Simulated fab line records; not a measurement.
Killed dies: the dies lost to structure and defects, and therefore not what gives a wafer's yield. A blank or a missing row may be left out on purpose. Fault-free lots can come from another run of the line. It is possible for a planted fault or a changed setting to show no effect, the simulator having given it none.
Struck lot and sound lot, side by side	flow gf180mcu	15 steps out of a route of 602
Sound: wafers L397.3, L397.4, L397.5. Wafers L403.3, L403.5, L403.6 were the ones struck. The cause comes at the end.
Order at every step that has rows: each side's tool, ch and its chambers, its first start. Under that, the readings that differ: sound wafers	struck wafers	difference of the means	sigmas: that difference in standard deviations of wafers without a fault.
alike: readings whose means differ by less than 2 such deviations, and words and numbers that are the same on both sides. not compared: withheld readings, readings that some wafer has no value for, bounds like >300 that may hide the same value, and numbers for which the record gives no deviation and whose values overlap.
The two part at a step that has a row with sigmas, a row that says differs or no value, or rows on one side only. Numbers that have no deviation but don't overlap get no sigmas and don't part them. Lack of a reading on every wafer of one side parts them only where that side has two or more wafers.

GF_V2_BOW_MEAS_05:
  sound on film_metro-04, day 20 00:39; struck on film_metro-04, day 22 09:37
  alike: V2_BOW
then, 8 steps without rows for these wafers: GF_V2_DEHYDRATE_06 (time 60 s); GF_V2_HMDS_07 (prime time 60 s); GF_V2_COAT_08; GF_V2_COAT_09 (resist thk 1000 nm); GF_V2_SOFTBAKE_10 (time 60 s); GF_V2_EXPOSE_11 (exposes mask Via2, target cd 260 nm); GF_V2_PEB_12 (peb time 90 s); GF_V2_DEVELOP_13 (develop time 60 s).
GF_V2_CD_MEAS_14: target cd 260 nm.
  sound on cd_sem-01, day 21 00:35; struck on cd_sem-01, day 23 08:08
  alike: cd_nm
GF_V2_OVL_MEAS_15:
  sound on overlay-01, day 21 00:41; struck on overlay-01, day 23 08:14
  alike: V2_OVL
GF_V2_ETCH_16: etches BARC in N2/H2.
  sound on rie_diel-01 ch 1,2, day 21 00:43; struck on rie_diel-01 ch 0,3, day 23 08:16
  alike: bias_w, chamber_pressure_mTorr, drypump_motor_current_A, oes_product_au, throttle_valve_pct
GF_V2_ETCH_17: etches SiO2 in C4F8/O2/Ar, stops on TiN, target depth 630 nm.
  sound on rie_diel-01 ch 1,2, day 21 00:00; struck on rie_diel-01 ch 0,3, day 23 08:00
  no value came back on the struck wafers for bias_w (W), chamber_pressure_mTorr (mTorr), oes_product_au (a.u.); on the sound wafers bias_w (W) reads 1201 1199 1200
GF_V2_STRIP_18: strips in O2/N2.
  sound on plasma_asher-04 ch 0,1, day 21 00:52; struck on plasma_asher-04 ch 0,1, day 23 08:25
reading	sound	struck	difference	sigmas
oes_product_au (a.u.)	0.586 0.592 0.588	0.671 0.664 0.680	+0.083	+17
  alike: chamber_pressure_mTorr, drypump_motor_current_A, heater_power_w
  not compared: rf_hours_counter_h
then, 1 step without rows for these wafers: GF_V2_STRIP_19 (strips in post etch residue remover, time 1200 s).

## WHERE THEY PART
At GF_V2_ETCH_17 first; at GF_V2_STRIP_18 last (within this record only).

WHY: whatever the simulator had introduced
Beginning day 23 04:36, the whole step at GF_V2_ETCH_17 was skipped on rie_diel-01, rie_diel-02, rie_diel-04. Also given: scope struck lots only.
